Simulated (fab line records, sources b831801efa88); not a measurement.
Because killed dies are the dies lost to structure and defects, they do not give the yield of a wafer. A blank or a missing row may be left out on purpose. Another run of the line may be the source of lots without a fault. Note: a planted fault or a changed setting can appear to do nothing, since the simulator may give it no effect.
Split-lot study / flow sfqLine / on a route of 325 steps: 5 lots, 23 wafers read

== THE SPLIT ==
At SFQ_TRILAYER_L0_LITHO_COAT_005 (resist thk 600 nm), the setting spinRpm was moved away from the recipe's 3000 rpm on 8 of the 23 wafers read, by -3.5% to +5.9%. All remaining wafers had this setting at the recipe value.

== FROM THE SPLIT TO THE READING: what the file shows between them, 3 steps ==
- SFQ_TRILAYER_L0_LITHO_EXPOSE_006: exposes mask L0, target cd 2000 nm (also split here: doseMj)
- SFQ_TRILAYER_L0_LITHO_PEB_008: peb time 60 s
- SFQ_TRILAYER_L0_LITHO_DEVELOP_007: time 60 s

== THE READING ==
KrF_of_TRILAYER_L0_LITHO_COAT_005.thkNm (the simulator's own value, which no gauge read), in nm, at SFQ_TRILAYER_L0_BARC_OPEN_METAL_ETCH_010 (etches BARC in O2, target depth 125 nm, time 41.7 s). No usual value for it is given in the file. Here, 15 wafers ran the recipe; their average is 520.6 nm with a standard deviation of 1.9 nm.

wafer=L074.1; tool, chamber at the split=lithoTrack-04, 0; spinRpm as run, rpm=3000; against the recipe=recipe; KrF_of_TRILAYER_L0_LITHO_COAT_005.thkNm, nm=524.2; against lot-mates on the recipe=-
wafer=L074.2; tool, chamber at the split=lithoTrack-04, 0; spinRpm as run, rpm=3000; against the recipe=recipe; KrF_of_TRILAYER_L0_LITHO_COAT_005.thkNm, nm=521.4; against lot-mates on the recipe=-
wafer=L074.3; tool, chamber at the split=lithoTrack-04, 0; spinRpm as run, rpm=2895; against the recipe=-3.5%; KrF_of_TRILAYER_L0_LITHO_COAT_005.thkNm, nm=533.7; against lot-mates on the recipe=+10.4
wafer=L074.5; tool, chamber at the split=lithoTrack-04, 0; spinRpm as run, rpm=3000; against the recipe=recipe; KrF_of_TRILAYER_L0_LITHO_COAT_005.thkNm, nm=524.3; against lot-mates on the recipe=-
wafer=L074.6; tool, chamber at the split=lithoTrack-04, 0; spinRpm as run, rpm=2895; against the recipe=-3.5%; KrF_of_TRILAYER_L0_LITHO_COAT_005.thkNm, nm=532.4; against lot-mates on the recipe=+9.1
wafer=L078.1; tool, chamber at the split=lithoTrack-03, 0; spinRpm as run, rpm=3107; against the recipe=+3.6%; KrF_of_TRILAYER_L0_LITHO_COAT_005.thkNm, nm=509; against lot-mates on the recipe=-11.0
wafer=L078.3; tool, chamber at the split=lithoTrack-03, 0; spinRpm as run, rpm=3107; against the recipe=+3.6%; KrF_of_TRILAYER_L0_LITHO_COAT_005.thkNm, nm=511.1; against lot-mates on the recipe=-8.9
wafer=L078.4; tool, chamber at the split=lithoTrack-03, 0; spinRpm as run, rpm=3107; against the recipe=+3.6%; KrF_of_TRILAYER_L0_LITHO_COAT_005.thkNm, nm=511.5; against lot-mates on the recipe=-8.5
wafer=L078.5; tool, chamber at the split=lithoTrack-03, 0; spinRpm as run, rpm=3000; against the recipe=recipe; KrF_of_TRILAYER_L0_LITHO_COAT_005.thkNm, nm=520.5; against lot-mates on the recipe=-
wafer=L078.6; tool, chamber at the split=lithoTrack-03, 0; spinRpm as run, rpm=3000; against the recipe=recipe; KrF_of_TRILAYER_L0_LITHO_COAT_005.thkNm, nm=519.6; against lot-mates on the recipe=-
wafer=L079.1; tool, chamber at the split=lithoTrack-03, 0; spinRpm as run, rpm=3000; against the recipe=recipe; KrF_of_TRILAYER_L0_LITHO_COAT_005.thkNm, nm=520; against lot-mates on the recipe=-
wafer=L079.2; tool, chamber at the split=lithoTrack-03, 0; spinRpm as run, rpm=3000; against the recipe=recipe; KrF_of_TRILAYER_L0_LITHO_COAT_005.thkNm, nm=522.2; against lot-mates on the recipe=-
wafer=L079.4; tool, chamber at the split=lithoTrack-03, 0; spinRpm as run, rpm=3000; against the recipe=recipe; KrF_of_TRILAYER_L0_LITHO_COAT_005.thkNm, nm=517.5; against lot-mates on the recipe=-
wafer=L082.1; tool, chamber at the split=lithoTrack-04, 0; spinRpm as run, rpm=3000; against the recipe=recipe; KrF_of_TRILAYER_L0_LITHO_COAT_005.thkNm, nm=518.8; against lot-mates on the recipe=-
wafer=L082.2; tool, chamber at the split=lithoTrack-04, 0; spinRpm as run, rpm=3000; against the recipe=recipe; KrF_of_TRILAYER_L0_LITHO_COAT_005.thkNm, nm=522.1; against lot-mates on the recipe=-
wafer=L082.3; tool, chamber at the split=lithoTrack-04, 0; spinRpm as run, rpm=3000; against the recipe=recipe; KrF_of_TRILAYER_L0_LITHO_COAT_005.thkNm, nm=520.5; against lot-mates on the recipe=-
wafer=L082.5; tool, chamber at the split=lithoTrack-04, 0; spinRpm as run, rpm=3000; against the recipe=recipe; KrF_of_TRILAYER_L0_LITHO_COAT_005.thkNm, nm=520.2; against lot-mates on the recipe=-
wafer=L082.6; tool, chamber at the split=lithoTrack-04, 0; spinRpm as run, rpm=3000; against the recipe=recipe; KrF_of_TRILAYER_L0_LITHO_COAT_005.thkNm, nm=520.3; against lot-mates on the recipe=-
wafer=L083.1; tool, chamber at the split=lithoTrack-03, 0; spinRpm as run, rpm=3177; against the recipe=+5.9%; KrF_of_TRILAYER_L0_LITHO_COAT_005.thkNm, nm=502.4; against lot-mates on the recipe=-16.6
wafer=L083.2; tool, chamber at the split=lithoTrack-03, 0; spinRpm as run, rpm=3000; against the recipe=recipe; KrF_of_TRILAYER_L0_LITHO_COAT_005.thkNm, nm=519.2; against lot-mates on the recipe=-
wafer=L083.4; tool, chamber at the split=lithoTrack-03, 0; spinRpm as run, rpm=3177; against the recipe=+5.9%; KrF_of_TRILAYER_L0_LITHO_COAT_005.thkNm, nm=501.7; against lot-mates on the recipe=-17.3
wafer=L083.5; tool, chamber at the split=lithoTrack-03, 0; spinRpm as run, rpm=3177; against the recipe=+5.9%; KrF_of_TRILAYER_L0_LITHO_COAT_005.thkNm, nm=501.5; against lot-mates on the recipe=-17.5
wafer=L083.6; tool, chamber at the split=lithoTrack-03, 0; spinRpm as run, rpm=3000; against the recipe=recipe; KrF_of_TRILAYER_L0_LITHO_COAT_005.thkNm, nm=518.8; against lot-mates on the recipe=-

THE FIT
A straight line over all 23 wafers: KrF_of_TRILAYER_L0_LITHO_COAT_005.thkNm changes by -3.19 nm for each +1% of spinRpm; r = -0.98; the points scatter about the line by 1.7 nm.
The same after taking each lot's own level away (the mean of its wafers on the recipe; 23 wafers): -2.83 nm for each +1%; r = -0.99; scatter 1.2 nm.
Per that fit: largest spinRpm move, reading shift of 17 nm.
Across the lots, their own levels run from 519.00 to 523.30 nm, a range of 2.3 times the standard deviation given above.
So the slope is not independent of the lot-to-lot level: the two fits are not the same.
Check: with one of the wafers moved furthest among these (+5.9%) left out of the fit, the line predicts -16.7 nm for it against its lot-mates. Against them it came out at -16.6 nm.

== OTHER SPLITS APPLIED TO THESE WAFERS ==
Other splits were also applied to these wafers ahead of the reading. Each is held against what the fit with the lots' levels taken away leaves over:
other split on the same wafers=SFQ_TRILAYER_L0_LITHO_EXPOSE_006 doseMj; wafers away from the commonest value=5; r with KrF_of_TRILAYER_L0_LITHO_COAT_005.thkNm (lot level and that fit taken away)=+0.17

== THE WHOLE CHAIN: every reading that the file lists as answering this split, in the file's order ==
step=SFQ_TRILAYER_L0_LITHO_COAT_005; what it does=resist thk 600 nm; reading=KrF_of_TRILAYER_L0_LITHO_COAT_005.thkNm (the simulator's own value, which no gauge read); change (the file's fit)=-2.95 nm for each +1% of the setting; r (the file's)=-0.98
step=SFQ_TRILAYER_L0_BARC_OPEN_METAL_ETCH_010; what it does=etches BARC in O2, target depth 125 nm, time 41.7 s; reading=KrF_of_TRILAYER_L0_LITHO_COAT_005.thkNm (the simulator's own value, which no gauge read); change (the file's fit)=-2.83 nm for each +1% of the setting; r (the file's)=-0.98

== FILE'S OWN FIT ==
KrF_of_TRILAYER_L0_LITHO_COAT_005.thkNm changes by -2.83 nm for each +1% of spinRpm, r = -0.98.
